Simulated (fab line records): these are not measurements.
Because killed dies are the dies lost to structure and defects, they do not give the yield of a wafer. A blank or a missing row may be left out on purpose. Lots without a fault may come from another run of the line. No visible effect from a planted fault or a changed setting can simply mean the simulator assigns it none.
Matching of chambers	flow gf180mcu	GF_MIM_CVD_05 on pecvd-01 has 3 sister chambers
The step deposits Si3N4, target thk 42 nm, time 29.086 s. 6 wafers are shown with their chamber, then 7 later ones without.

== EACH WAFER AND ITS CHAMBER ==
wafer	chamber	heater_power_w (W)
L085.4	0	600
L089.1	2	927
L089.4	1	620
L089.5	2	944
L094.1	0	678
L094.3	1	640

== WAFERS WHOSE CHAMBER IS MISSING ==
wafer	heater_power_w (W)
L094.4	619
L096.2	592
L096.3	914
L096.5	913
L097.1	554
L097.3	663
L097.5	829

== THE CHAMBER EACH PASSED THROUGH ==
wafer	from the rows above	in truth
L094.4	can't be placed: 1 or 0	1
L096.2	can't be placed: 1 or 0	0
L096.3	2	2
L096.5	2	2
L097.1	can't be placed: 1 or 0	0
L097.3	can't be placed: 0 or 1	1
L097.5	2	2
Placed correctly: 3 of 7. Can't be placed from these rows: 4 (the true chamber is among the candidates in 4). 0 placed wrongly.
How it was worked out, from the rows above alone: a wafer's distance from a chamber is the root of the sum, over the readings, of the square of ((its reading less the chamber's mean) divided by the reading's scatter). The wafer belongs to the nearest chamber; if the next one is less than 2 further off, it can't be placed. The mean given for a chamber averages the wafers shown for that chamber. The scatter: the root of (the sum of the squares of (reading less its chamber's mean) over the shown wafers, divided by (wafers less chambers)).
